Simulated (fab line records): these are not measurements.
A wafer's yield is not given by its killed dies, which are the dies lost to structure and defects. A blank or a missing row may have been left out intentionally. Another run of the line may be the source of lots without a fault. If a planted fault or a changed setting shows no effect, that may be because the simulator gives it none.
fab line records + flow sky130 + part 2 of 2: steps 32 to 43 of 43
[record]
- lots = 5
- wafers = 15
- last-day = 49
route steps=708 shown PWDE@53 NWELL@56 VT_ADJUST_HVTP@85
lots untouched by any fault: they come from a run of this same line in which no faults occurred
start-h: hours from the record's opening day to when the first of the lot's shown wafers began + wait-h: how many hours have passed since the lot's step before this one + " as in the row above + L1.1+2: one row covering several wafers at once + - no value, or no start was given + * or withheld: withheld + < > ~ a bound
route shown NAME@n: names a module that has steps shown in the file, with the first one's number in the route + usual: the fault-free wafers' mean and standard deviation + same: alike in all rows + chamber/n: place in a boat + sites: each site's reading + _std_site: their standard deviation + _edge_site: the outer-site mean with the inner-site mean subtracted + radius-mm: for every site, how far away it sits from the centre of the wafer + mask NAME#n: copy n + behind: the most recent tool/chamber to have shaped the wafer + hold: cause of the lot's hold/its duration in hours/its outcome + device: the transistor (n, p or np) that didn't switch + end of line: the tests these same wafers got at the end of their route + for a step that has no rows: nothing shown but its recipe + killed: at the first sort, the dies lost to defects and structure; wafer yield is something else + map: shows each die of a wafer: x if killed, . if not, _ if none is there
set.NAME: the run value of the setting; set.NAME@STEP: its run value at that earlier step + model.NAME: the simulator's own value behind a step, which no gauge read
lots at selected steps of the route; one table per step, one row per wafer
services: from which hour (start-h, from the record's first day; less than 0 if before it) a tool's chamber was out of use, for how many hours, and why
[[steps]]
[step SKY_VT_ADJUST_HVTP_DEHYDRATE_00]
[recipe]
- temp-c = 200
- time-s = 60
[same]
- time-s = 60
| lot.wafer  | tool           | chamber | start-h | wait-h |
|------------|----------------|---------|---------|--------|
| L074.2+4+6 | litho-track-02 | 0       | 115.06  | 9.0    |
| L084.2+4+6 | litho-track-02 | 0       | 173.11  | 9.8    |
| L092.1+2+6 | litho-track-03 | 0       | 225.83  | 10.7   |
| L093.1+2+5 | litho-track-03 | 0       | 232.73  | 9.9    |
| L094.2+4+6 | litho-track-03 | 0       | 236.81  | 10.4   |
[step SKY_VT_ADJUST_HVTP_HMDS_01]
[recipe]
- prime-time-s = 60
- prime-temp-c = 120
| lot.wafer  | tool           | chamber | start-h | wait-h |
|------------|----------------|---------|---------|--------|
| L074.2+4+6 | litho-track-02 | 0       | 115.21  | 0.1    |
| L084.2+4+6 | litho-track-02 | 0       | 173.26  | 0.1    |
| L092.1+2+6 | litho-track-03 | 0       | 225.98  | 0.1    |
| L093.1+2+5 | litho-track-03 | 0       | 232.88  | 0.1    |
| L094.2+4+6 | litho-track-03 | 0       | 236.96  | 0.1    |
[step SKY_VT_ADJUST_HVTP_COAT_02]
[recipe]
- resist = NOVOLAK
- spin-rpm = 3000
- resist-thk-nm = 1140
| lot.wafer  | tool           | chamber | start-h | wait-h |
|------------|----------------|---------|---------|--------|
| L074.2+4+6 | litho-track-02 | 0       | 115.36  | 0.1    |
| L084.2+4+6 | litho-track-02 | 0       | 173.41  | 0.1    |
| L092.1+2+6 | litho-track-03 | 0       | 226.13  | 0.1    |
| L093.1+2+5 | litho-track-03 | 0       | 233.03  | 0.1    |
| L094.2+4+6 | litho-track-03 | 0       | 237.11  | 0.1    |
[step SKY_VT_ADJUST_HVTP_SOFTBAKE_03]
[recipe]
- temp-c = 90
- time-s = 60
- resist = NOVOLAK
[same]
- time-s = 60
| lot.wafer  | tool           | chamber | start-h | wait-h |
|------------|----------------|---------|---------|--------|
| L074.2+4+6 | litho-track-02 | 0       | 115.51  | 0.1    |
| L084.2+4+6 | litho-track-02 | 0       | 173.56  | 0.1    |
| L092.1+2+6 | litho-track-03 | 0       | 226.28  | 0.1    |
| L093.1+2+5 | litho-track-03 | 0       | 233.18  | 0.1    |
| L094.2+4+6 | litho-track-03 | 0       | 237.26  | 0.1    |
[step SKY_VT_ADJUST_HVTP_EXPOSE_04]
[recipe]
- mask-id = HVTPM
- na = 0.6
- source-shape = conventional
- sigma-outer = 0.6
- polarization = unpolarized
- target-cd-nm = 380
- dose-mj = 140
[same]
- na = 0.6
| lot.wafer  | tool             | chamber | start-h | wait-h | mask    |
|------------|------------------|---------|---------|--------|---------|
| L074.2+4+6 | iline-stepper-02 | 0       | -       | -      | HVTPM#0 |
| L084.2+4+6 | iline-stepper-01 | 0       | -       | -      | HVTPM#0 |
| L092.1+2+6 | iline-stepper-01 | 0       | -       | -      | HVTPM#0 |
| L093.1+2+5 | iline-stepper-01 | 0       | -       | -      | HVTPM#0 |
| L094.2+4+6 | iline-stepper-01 | 0       | -       | -      | HVTPM#0 |
[step SKY_VT_ADJUST_HVTP_PEB_05]
[recipe]
- temp-c = withheld
- time-s = *
- resist = NOVOLAK
[same]
- time-s = *
| lot.wafer  | tool           | chamber | start-h | wait-h |
|------------|----------------|---------|---------|--------|
| L074.2+4+6 | litho-track-04 | 0       | -       | -      |
| L084.2+4+6 | litho-track-04 | 0       | -       | -      |
| L092.1+2+6 | litho-track-03 | 0       | -       | -      |
| L093.1+2+5 | litho-track-03 | 0       | -       | -      |
| L094.2+4+6 | litho-track-03 | 0       | -       | -      |
[step SKY_VT_ADJUST_HVTP_DEVELOP_06]
[recipe]
- resist = NOVOLAK
- developer = TMAH
- develop-time-s = 60
- dev-temp-c = 23
| lot.wafer  | tool           | chamber | start-h | wait-h |
|------------|----------------|---------|---------|--------|
| L074.2+4+6 | litho-track-04 | 0       | 124.57  | 0.1    |
| L084.2+4+6 | litho-track-04 | 0       | 183.92  | 0.1    |
| L092.1+2+6 | litho-track-03 | 0       | 237.53  | 0.1    |
| L093.1+2+5 | litho-track-03 | 0       | 244.53  | 0.1    |
| L094.2+4+6 | litho-track-03 | 0       | 248.41  | 0.1    |
[step SKY_VT_ADJUST_HVTP_CD_MEAS_07]
[recipe]
- target-cd-nm = 380
[usual]
- cd-nm = 380.1/2.3
| lot.wafer | tool      | chamber | start-h | wait-h | cd-nm |
|-----------|-----------|---------|---------|--------|-------|
| L074.2    | cd-sem-02 | -       | 124.71  | 0.1    | 378.9 |
| L074.4    | "         | -       | "       | "      | 378.0 |
| L074.6    | "         | -       | "       | "      | 378.1 |
| L084.2    | cd-sem-02 | -       | 184.06  | 0.1    | 380.4 |
| L084.4    | "         | -       | "       | "      | 378.0 |
| L084.6    | "         | -       | "       | "      | 378.2 |
| L092.1    | cd-sem-02 | -       | 237.68  | 0.1    | 379.0 |
| L092.2    | "         | -       | "       | "      | 378.3 |
| L092.6    | "         | -       | "       | "      | 377.2 |
| L093.1    | cd-sem-02 | -       | 244.68  | 0.1    | 378.9 |
| L093.2    | "         | -       | "       | "      | 379.6 |
| L093.5    | "         | -       | "       | "      | 377.5 |
| L094.2    | cd-sem-01 | -       | 248.55  | 0.1    | 378.2 |
| L094.4    | "         | -       | "       | "      | 378.8 |
| L094.6    | "         | -       | "       | "      | 378.0 |
[step SKY_VT_ADJUST_HVTP_OVL_MEAS_08]
[usual]
- VT_ADJUST_HVTP_OVL = -0.9/1.2
| lot.wafer | tool       | chamber | start-h | wait-h | VT_ADJUST_HVTP_OVL[nm] |
|-----------|------------|---------|---------|--------|------------------------|
| L074.2    | overlay-02 | -       | 124.82  | 0.1    | -1.2                   |
| L074.4    | "          | -       | "       | "      | -0.3                   |
| L074.6    | "          | -       | "       | "      | -1.4                   |
| L084.2    | overlay-01 | -       | 184.17  | 0.1    | 0.7                    |
| L084.4    | "          | -       | "       | "      | -2.0                   |
| L084.6    | "          | -       | "       | "      | 1.5                    |
| L092.1    | overlay-01 | -       | 237.80  | 0.1    | -0.2                   |
| L092.2    | "          | -       | "       | "      | -1.3                   |
| L092.6    | "          | -       | "       | "      | 0.0                    |
| L093.1    | overlay-02 | -       | 244.80  | 0.1    | -1.4                   |
| L093.2    | "          | -       | "       | "      | -2.1                   |
| L093.5    | "          | -       | "       | "      | -2.3                   |
| L094.2    | overlay-02 | -       | 248.66  | 0.1    | -3.1                   |
| L094.4    | "          | -       | "       | "      | -2.1                   |
| L094.6    | "          | -       | "       | "      | -1.5                   |
[step SKY_VT_ADJUST_HVTP_IMPLANT_09]
[recipe]
- species = As
- energy-kev = 150
- dose-cm2 = 4.3e+12
- tilt-deg = withheld
[usual]
- end-station-pressure-torr = 5.05e-06/2.6e-07
| lot.wafer | tool         | chamber | start-h | wait-h | end-station-pressure-torr |
|-----------|--------------|---------|---------|--------|---------------------------|
| L074.2    | implanter-03 | 0       | 124.87  | 0.0    | 4.62e-06                  |
| L074.4    | "            | 0       | "       | "      | 4.91e-06                  |
| L074.6    | "            | 0       | "       | "      | 5.29e-06                  |
| L084.2    | implanter-04 | 0       | 184.22  | 0.0    | 5.19e-06                  |
| L084.4    | "            | 0       | "       | "      | 5.31e-06                  |
| L084.6    | "            | 0       | "       | "      | 5.41e-06                  |
| L092.1    | implanter-02 | 0       | 237.84  | 0.0    | 4.79e-06                  |
| L092.2    | "            | 0       | "       | "      | 5.02e-06                  |
| L092.6    | "            | 0       | "       | "      | 4.86e-06                  |
| L093.1    | implanter-02 | 0       | 244.84  | 0.0    | 4.95e-06                  |
| L093.2    | "            | 0       | "       | "      | 5.35e-06                  |
| L093.5    | "            | 0       | "       | "      | 5.19e-06                  |
| L094.2    | implanter-02 | 0       | 248.71  | 0.0    | 5.07e-06                  |
| L094.4    | "            | 0       | "       | "      | 5.2e-06                   |
| L094.6    | "            | 0       | "       | "      | 5.52e-06                  |
[step SKY_VT_ADJUST_HVTP_STRIP_10]
[recipe]
- chemistry = O2/N2
- power-w = 1400
- pressure-mtorr = 1500
- platen-temp-c = withheld
- o2-flow-sccm = 3000
- n2-flow-sccm = 300
- overash-fraction = 0.5
[usual]
- drypump-motor-current-A = 5.9/0.31
- oes-product-au = 0.715/0.0045
- strip-time-to-endpoint-s = 14.19/0.045
| lot.wafer | tool            | chamber | start-h | wait-h | drypump-motor-current-A | oes-product-au | rf-hours-counter-h | strip-time-to-endpoint-s |
|-----------|-----------------|---------|---------|--------|-------------------------|----------------|--------------------|--------------------------|
| L074.2    | plasma-asher-01 | 0       | 125.00  | 0.1    | 5.8                     | 0.714          | 43                 | 14.14                    |
| L074.4    | "               | 1       | "       | "      | 5.5                     | 0.721          | -                  | 14.16                    |
| L074.6    | "               | 1       | "       | "      | 5.5                     | 0.718          | -                  | 14.21                    |
| L084.2    | plasma-asher-04 | 1       | 184.35  | 0.1    | 6.1                     | 0.712          | 50                 | 14.12                    |
| L084.4    | "               | 0       | "       | "      | 6.2                     | 0.718          | -                  | 14.14                    |
| L084.6    | "               | 0       | "       | "      | 6.2                     | 0.711          | -                  | 14.13                    |
| L092.1    | plasma-asher-01 | 0       | 237.99  | 0.1    | 5.8                     | 0.719          | 55                 | 14.19                    |
| L092.2    | "               | 1       | "       | "      | 5.5                     | 0.718          | 55                 | 14.17                    |
| L092.6    | "               | 1       | "       | "      | 5.5                     | 0.716          | -                  | 14.17                    |
| L093.1    | plasma-asher-01 | 0       | 244.99  | 0.1    | 5.8                     | 0.716          | 56                 | 14.27                    |
| L093.2    | "               | 1       | "       | "      | 5.5                     | 0.713          | 56                 | 14.24                    |
| L093.5    | "               | 1       | "       | "      | 5.4                     | 0.714          | -                  | 14.24                    |
| L094.2    | plasma-asher-01 | 0       | 248.84  | 0.1    | 5.8                     | 0.716          | 57                 | 14.22                    |
| L094.4    | "               | 0       | "       | "      | 5.8                     | 0.726          | -                  | 14.23                    |
| L094.6    | "               | 0       | "       | "      | 5.9                     | 0.713          | -                  | 14.22                    |
[step SKY_VT_ADJUST_HVTP_TW_MEAS_11]
[usual]
- VT_ADJUST_HVTP_TW = 1342/7.3
| lot.wafer | tool          | chamber | start-h | wait-h | VT_ADJUST_HVTP_TW |
|-----------|---------------|---------|---------|--------|-------------------|
| L074.2    | film-metro-03 | -       | 125.11  | 0.1    | 1342              |
| L074.4    | "             | -       | "       | "      | 1355              |
| L074.6    | "             | -       | "       | "      | 1340              |
| L084.2    | film-metro-01 | -       | 184.46  | 0.1    | 1347              |
| L084.4    | "             | -       | "       | "      | 1341              |
| L084.6    | "             | -       | "       | "      | 1344              |
| L092.1    | film-metro-03 | -       | 238.09  | 0.1    | 1343              |
| L092.2    | "             | -       | "       | "      | 1337              |
| L092.6    | "             | -       | "       | "      | 1339              |
| L093.1    | film-metro-02 | -       | 245.09  | 0.1    | 1348              |
| L093.2    | "             | -       | "       | "      | 1347              |
| L093.5    | "             | -       | "       | "      | 1346              |
| L094.2    | film-metro-02 | -       | 248.95  | 0.1    | 1353              |
| L094.4    | "             | -       | "       | "      | 1346              |
| L094.6    | "             | -       | "       | "      | 1341              |
[[services]]
| tool             | chamber | start-h | hours | kind                      |
|------------------|---------|---------|-------|---------------------------|
| implanter-02     | -       | 46.27   | 12.0  | pm                        |
| iline-stepper-01 | -       | 50.68   | 8.3   | repair                    |
| implanter-02     | -       | 58.42   | 0.9   | repair                    |
| iline-stepper-01 | -       | 68.46   | 3.2   | repair                    |
| rtp-anneal-02    | -       | 78.03   | 1.3   | pm                        |
| implanter-04     | -       | 82.94   | 48.8  | pm                        |
| iline-stepper-01 | -       | 83.13   | 1.7   | pm                        |
| wet-bench-01     | -       | 100.01  | 0.6   | repair                    |
| implanter-03     | -       | 103.59  | 5.0   | pm                        |
| plasma-asher-03  | -       | 108.75  | 9.0   | pm                        |
| plasma-asher-03  | 0       | 108.75  | 9.0   | vent-cycle                |
| plasma-asher-03  | -       | 125.19  | 7.4   | pm                        |
| implanter-04     | -       | 149.99  | 5.5   | repair                    |
| implanter-04     | -       | 161.93  | 5.4   | pm                        |
| iline-stepper-02 | -       | 188.99  | 1.7   | pm                        |
| iline-stepper-01 | 0       | 190.62  | -     | calibration               |
| plasma-asher-04  | -       | 197.05  | 28.1  | pm                        |
| litho-track-03   | -       | 206.36  | -     | consumable-replace:filter |
| iline-stepper-02 | -       | 211.91  | 4.4   | pm                        |
| litho-track-02   | -       | 214.91  | -     | consumable-replace:filter |
| implanter-02     | -       | 215.14  | 4.4   | repair                    |
| iline-stepper-02 | -       | 220.33  | 14.3  | repair                    |
| plasma-asher-03  | -       | 229.38  | 14.1  | repair                    |
| iline-stepper-01 | -       | 241.71  | 12.3  | repair                    |
